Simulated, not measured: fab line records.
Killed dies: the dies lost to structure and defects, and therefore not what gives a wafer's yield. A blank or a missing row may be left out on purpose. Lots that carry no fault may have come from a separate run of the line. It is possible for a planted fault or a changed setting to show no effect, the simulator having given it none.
The tool behind it: which one? + flow sky130 + 10 lots with 30 wafers sampled at 3 steps, on a route of 708 steps

== WHAT EACH GAUGE READ, for each wafer ==
SKY_VIA2_RS_MEAS_22: measures by four-point-probe.
| lot  | measured     | on            | VIA2_W_RS (ohm/sq)                        |
|------|--------------|---------------|-------------------------------------------|
| L489 | day 36 19:41 | film metro-03 | 0.2760 0.2703 0.2726                      |
| L490 | day 37 03:10 | film metro-02 | 0.2699 0.2736 0.2737                      |
| L491 | day 37 20:10 | film metro-02 | 0.2722 0.2700 0.2756                      |
| L493 | day 38 12:17 | film metro-04 | 0.2753 0.2741 0.2724                      |
| L494 | day 38 22:22 | film metro-03 | 0.2717 0.2724 0.2687                      |
| L498 | day 39 14:27 | film metro-04 | 0.2714 0.1416 0.2715 0.2706 0.1417 0.2718 |
| L499 | day 39 23:59 | film metro-03 | 0.2740 0.2762 0.2737                      |
| L500 | day 41 00:46 | film metro-03 | 0.1399 0.1407 0.2676 0.1398 0.1403 0.2680 |
| L508 | day 42 11:59 | film metro-04 | 0.2773 0.2721 0.2753                      |
| L509 | day 43 05:22 | film metro-03 | 0.2712 0.2731 0.2717                      |

== WHAT TOOL EACH LOT RAN ON (gives the tool, then ch and the chambers of the sampled wafers, and finally the start) ==
| lot  | SKY_VIA2_ETCH_14                   | SKY_VIA2_CVD_21               |
|------|------------------------------------|-------------------------------|
| L489 | rie diel-02 ch 1,2,3, day 36 18:46 | cvd w-02 ch 0,1, day 36 19:32 |
| L490 | rie diel-01 ch 0,3, day 37 02:01   | cvd w-01 ch 0,1, day 37 03:01 |
| L491 | rie diel-03 ch 0,1,3, day 37 19:13 | cvd w-01 ch 0,1, day 37 20:02 |
| L493 | rie diel-01 ch 1,3, day 38 11:22   | cvd w-01 ch 0,1, day 38 12:08 |
| L494 | rie diel-01 ch 0,3, day 38 21:25   | cvd w-02 ch 0,1, day 38 22:13 |
| L498 | rie diel-03 ch 0,1,3, day 39 13:31 | cvd w-01 ch 0,1, day 39 14:18 |
| L499 | rie diel-01 ch 1,2, day 39 23:01   | cvd w-02 ch 0,1, day 39 23:50 |
| L500 | rie diel-02 ch 0,2, day 40 23:46   | cvd w-01 ch 0,1, day 41 00:38 |
| L508 | rie diel-01 ch 1,3, day 42 11:04   | cvd w-02 ch 0,1, day 42 11:50 |
| L509 | rie diel-03 ch 1,3, day 43 04:28   | cvd w-02 ch 0,1, day 43 05:14 |
- SKY_VIA2_ETCH_14: etches BARC in N2/H2, stops on SiO2, time 45.9 s, target depth 60 nm.
- SKY_VIA2_CVD_21: deposits W, target thk 420 nm, time 126.4 s.

== THE ANSWER, worked out from the rows above alone ==
Rule: usual is defined by the lots themselves. Put in order of their means at a reading, lots are off if they are a third of the lots or fewer, leave a main group of 4 or more, and stand apart from it by a gap of 3 or more times the standard deviation of the main group's means; of several such gaps the widest counts. A main group is skipped when, at the precision printed for the reading in the tables above, its means are all equal. Also off: a lot with no number at a reading for which 4 or more lots have one. All remaining lots with rows at the step are treated as sound.
Off: at SKY_VIA2_RS_MEAS_22 (VIA2_W_RS), L498, L500. For the main group the mean is 0.2730 ohm/sq and the standard deviation 0.0013.
If a tool, at a process step before that reading, ran all the lots that are off and no sound lot after the first of them, it fits. Those tools and the gauges at SKY_VIA2_RS_MEAS_22 are tried in the same way. One fits: SKY_VIA2_CVD_21 on cvd w-01. A fault onset in the window from L493 (day 38 12:08, its last sound lot) to L498 (day 39 14:18, its first lot off) fits.

== WHAT WAS PUT IN BY THE SIMULATOR ==
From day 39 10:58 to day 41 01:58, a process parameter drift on cvd w-01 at SKY_VIA2_CVD_21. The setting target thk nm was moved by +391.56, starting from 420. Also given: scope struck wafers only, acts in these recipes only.
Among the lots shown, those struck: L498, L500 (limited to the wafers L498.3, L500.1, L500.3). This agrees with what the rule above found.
